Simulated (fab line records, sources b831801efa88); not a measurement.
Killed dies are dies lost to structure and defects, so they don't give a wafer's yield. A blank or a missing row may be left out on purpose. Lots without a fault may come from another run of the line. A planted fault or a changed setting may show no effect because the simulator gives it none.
Chamber matching | flow sky130 | SKY_VIA4_ETCH_12 on rie_diel-01: 4 sister chambers
The step etches SiO2 in C4F8/O2/Ar, stops on TiN, target depth 580 nm. 16 wafers are shown with their chamber, then 8 later ones without.

WAFERS WITH THEIR CHAMBER
wafer  | chamber | oes_product_au (a.u.) | chamber_pressure_mTorr (mTorr)
L518.1 | 3       | 0.924                 | 40.07
L518.2 | 1       | 0.924                 | 39.99
L518.4 | 0       | 0.929                 | 39.99
L521.2 | 3       | 0.934                 | 39.93
L521.3 | 2       | 0.926                 | 40.03
L521.5 | 1       | 0.929                 | 39.99
L522.2 | 3       | 0.927                 | 40.00
L522.4 | 2       | 0.919                 | 39.97
L522.6 | 2       | 0.919                 | 40.01
L523.1 | 0       | 0.924                 | 40.03
L523.2 | 2       | 0.924                 | 39.95
L523.4 | 1       | 0.926                 | 39.97
L525.1 | 2       | 0.929                 | 39.99
L525.2 | 1       | 0.924                 | 39.97
L525.6 | 3       | 0.931                 | 40.00
L526.2 | 0       | 0.926                 | 40.00

SIGNATURES (means of the wafers above)
reading                | chamber 0 | chamber 1 | chamber 2 | chamber 3 | scatter within a chamber
oes_product_au         | 0.92633   | 0.92575   | 0.92340   | 0.92900   | 0.0037
chamber_pressure_mTorr | 40.0067   | 39.9800   | 39.9900   | 40.0000   | 0.0354
Rule: a wafer's distance from a chamber is the root of the sum, over the readings, of the square of ((its reading less the chamber's mean) divided by the reading's scatter). The wafer belongs to the nearest chamber; if the next one is less than 2 further off, it can't be placed. The scatter: the root of (the sum of the squares of (reading less its chamber's mean) over the shown wafers, divided by (wafers less chambers)).

WAFERS WITHOUT THEIR CHAMBER
wafer  | oes_product_au (a.u.) | chamber_pressure_mTorr (mTorr)
L526.3 | 0.930                 | 40.00
L526.5 | 0.931                 | 40.04
L536.1 | 0.928                 | 40.02
L536.2 | 0.924                 | 40.05
L536.4 | 0.929                 | 40.01
L540.1 | 0.914                 | 40.00
L540.4 | 0.929                 | 40.08
L540.6 | 0.928                 | 40.00

WHICH CHAMBER EACH WENT THROUGH
wafer  | from the rows above               | in truth
L526.3 | can't be placed: 3 or 0 or 1 or 2 | 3
L526.5 | can't be placed: 3 or 0 or 1 or 2 | 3
L536.1 | can't be placed: 0 or 3 or 1 or 2 | 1
L536.2 | can't be placed: 0 or 2 or 3 or 1 | 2
L536.4 | can't be placed: 3 or 0 or 1 or 2 | 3
L540.1 | can't be placed: 2 or 1 or 0 or 3 | 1
L540.4 | can't be placed: 0 or 3 or 1 or 2 | 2
L540.6 | can't be placed: 3 or 0 or 1 or 2 | 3
Placed correctly: 0 of 8. Can't be placed from these rows: 8 (the true chamber is among the candidates in 8). Placed wrongly: 0.
